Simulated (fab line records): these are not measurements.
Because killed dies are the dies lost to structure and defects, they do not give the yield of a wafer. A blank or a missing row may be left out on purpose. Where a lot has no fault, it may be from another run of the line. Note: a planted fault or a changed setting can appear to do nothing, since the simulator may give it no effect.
8D (eight disciplines) problem report, filled in by code	flow sky130	the parts of the form that need people (team, actions taken, sign-off) are left out

1. THE PROBLEM
primeTempC at SKY_VIA4_HMDS_05 reads a mean of 113.71 C on 6 wafers of 2 lots; wafers without a fault read 120.04 C with a standard deviation of 0.15. That is -42 standard deviations from the usual mean.
The step: prime time 60 s.
The first sign was on wafer L778.1 at day 46 05:07, on lithoTrack-04. At this step, 39 wafers from 13 lots have a number in the record. The rule behind "out" and "out of limits": a value lying over 4 standard deviations away from the usual mean. All remaining wafers that have a number are taken as sound.

2. WHAT IT IS, WHAT IT ISN'T
question	is	is not
which readings at this step	primeTempC	-
which lots	L778, L783	L764, L765, L766, L767, L768, L771, L772, L777, L779, L785, L786
which wafers of those lots	all that have a number	-
read on which tools	lithoTrack-04	lithoTrack-01, lithoTrack-02
when	from day 46 05:07	up to then (24 sound wafers); but 9 sound wafers of L779, L785, L786 came after

3. SUSPECTS, AND WHAT RULES EACH OUT
Counting: any tool at a process step up to the reading is kept as a suspect provided that every lot that is out went through it and no sound lot did after the first of them.
- cmp-01 at SKY_VIA3_CMP_02 (polishes SiO2): ruled out as a lasting fault. Sound lots L779, L785, L786 ran on it after its first lot that is out, L778 (day 42 20:59).
- lithoTrack-04 at SKY_VIA4_HMDS_05 (prime time 60 s): kept. It processed each lot that is out, first L778 at day 46 05:07, and no sound lot thereafter; up to then, the last sound lot it processed was L777 at day 45 20:46. Its own readings are out on those wafers: primeTempC.
The count leaves lithoTrack-04 at SKY_VIA4_HMDS_05.

4. THE CAUSE (what the simulator had put in)
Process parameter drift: lithoTrack-04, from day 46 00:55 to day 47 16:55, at SKY_VIA4_HMDS_05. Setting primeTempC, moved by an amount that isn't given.
Only this tool survived the counting.

5. SEQUENCE OF EFFECTS, ordered by route
Each row: a reading where the mean over the struck wafers with a number is more than 3 standard deviations away from the usual. Readings are gone through only where the record gives a usual standard deviation; hours: the median, over the lots, of the time from a lot's start at the first step in this table giving one to that lot's start at this step; sigmas: the change measured in usual standard deviations.
hours	step	reading	usual	on struck wafers	change	sigmas
0	SKY_VIA4_HMDS_05	primeTempC	120.04 C	113.71	-6.33	-42
Process steps it contains:
- SKY_VIA4_HMDS_05: prime time 60 s.

6. HOW IT WOULD HAVE BEEN CAUGHT EARLIER
4 hours passed between the start of the fault at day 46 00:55 and the first reading out of limits in this record, taken at day 46 05:07.
